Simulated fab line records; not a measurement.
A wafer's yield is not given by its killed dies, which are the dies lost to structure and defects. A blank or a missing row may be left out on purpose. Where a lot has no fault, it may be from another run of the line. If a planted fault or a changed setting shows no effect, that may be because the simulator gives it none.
A single fault, viewed from 2 desks || flow sky130 || what lay behind the numbers comes last; until then each desk has only its own

== THE TOOL OWNER'S DESK: rie si-01 ==
The tool's own readings at SKY_FIELD_ISO_ETCH_17 (etches Si in HBr/Cl2/O2, target depth 342 nm, time 97.7 s): means of the sampled wafers that have a number, for each lot that ran on this tool. If a lot's mean is further than 4 standard deviations from the usual mean, the lot is out of limits and carries the mark OUT (the distance appears in the brackets).
Columns: A = bias w at SKY_FIELD_ISO_ETCH_17, usual 150.1 W; B = drypump motor current A at SKY_FIELD_ISO_ETCH_17, usual 5.7 A; C = oes product au at SKY_FIELD_ISO_ETCH_17, usual 0.999 a.u.; D = run length s at SKY_FIELD_ISO_ETCH_17, usual 126.2 s; E = throttle valve pct at SKY_FIELD_ISO_ETCH_17, usual 25.657 %
{"lot": "L907", "first seen here": "day 2 20:40", "A": 150.0, "B": 5.7, "C": 0.992, "D": 126.1, "E": 25.656}
{"lot": "L908", "first seen here": "day 3 04:04", "A": 150.1, "B": 5.6, "C": 0.996, "D": 126.3, "E": 25.662}
{"lot": "L912", "first seen here": "day 3 21:43", "A": 150.0, "B": 5.7, "C": 1.002, "D": "108.3 (-40) OUT", "E": 25.652}
{"lot": "L913", "first seen here": "day 4 03:04", "A": 149.9, "B": 5.7, "C": 1.000, "D": "108.7 (-39) OUT", "E": 25.661}
{"lot": "L914", "first seen here": "day 4 09:49", "A": 149.8, "B": 5.6, "C": 0.994, "D": "108.7 (-39) OUT", "E": 25.649}
{"lot": "L925", "first seen here": "day 6 19:37", "A": 150.2, "B": 5.6, "C": 1.010, "D": 126.2, "E": 25.645}
{"lot": "L927", "first seen here": "day 7 03:34", "A": 150.1, "B": 5.8, "C": 1.002, "D": 126.6, "E": 25.645}
Finding of this desk: L912, L913, L914 out of limits; the first was L912 at day 3 21:43, on run length s at SKY_FIELD_ISO_ETCH_17. In limits: L907, L908, L925, L927.

== METROLOGY DESK ==
What the gauges read, lot by lot, whatever tool the lot ran on: means of the sampled wafers that have a number. If a lot's mean is further than 4 standard deviations from the usual mean, the lot is out of limits and carries the mark OUT (the distance appears in the brackets).
Columns: A = FIELD_ISO_OXIDATION_01_THK at SKY_FIELD_ISO_THK_MEAS_23, usual 9.87 nm; B = PWDE_OVL at SKY_PWDE_OVL_MEAS_07, usual -1.4 nm
{"lot": "L904", "first seen here": "day 2 06:57", "A": 9.70, "B": 0.1}
{"lot": "L905", "first seen here": "day 2 11:19", "A": 10.12, "B": -0.4}
{"lot": "L906", "first seen here": "day 2 17:44", "A": 10.07, "B": -3.6}
{"lot": "L907", "first seen here": "day 2 23:17", "A": 9.80, "B": -0.6}
{"lot": "L908", "first seen here": "day 3 05:35", "A": 9.87, "B": 0.0}
{"lot": "L910", "first seen here": "day 3 15:51", "A": 9.73, "B": -1.0}
{"lot": "L912", "first seen here": "day 3 23:14", "A": 9.79, "B": -1.2}
{"lot": "L913", "first seen here": "day 4 06:17", "A": 9.89, "B": -1.2}
{"lot": "L914", "first seen here": "day 4 11:54", "A": 10.08, "B": -1.4}
{"lot": "L921", "first seen here": "day 6 01:46", "A": 9.67, "B": 0.7}
{"lot": "L923", "first seen here": "day 6 11:01", "A": 10.19, "B": -2.3}
{"lot": "L925", "first seen here": "day 6 21:11", "A": 9.59, "B": 0.7}
{"lot": "L926", "first seen here": "day 7 03:58", "A": 9.86, "B": -2.0}
{"lot": "L927", "first seen here": "day 7 06:05", "A": 10.07, "B": -2.2}
This desk's verdict: no lot among the 14 shows anything out of limits.

== TAKEN TOGETHER ==
At day 3 21:43, on L912, L913, L914, the tool owner's desk was in a position to raise an alarm.
From the metrology desk's view, nothing was out of limits.
The metrology desk has L912, L913, L914 on record, within its limits.
The lots listed all ran SKY_FIELD_ISO_ETCH_17 on rie si-01.

== WHAT THE SIMULATOR HAD PUT IN ==
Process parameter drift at SKY_FIELD_ISO_ETCH_17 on rie si-01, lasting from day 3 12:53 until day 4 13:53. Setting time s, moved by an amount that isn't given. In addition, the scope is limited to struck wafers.
Struck lots among those shown: L912, L913, L914.
How many hours passed from the start of the fault until each desk's first out-of-limits reading: the tool owner's desk, 9.
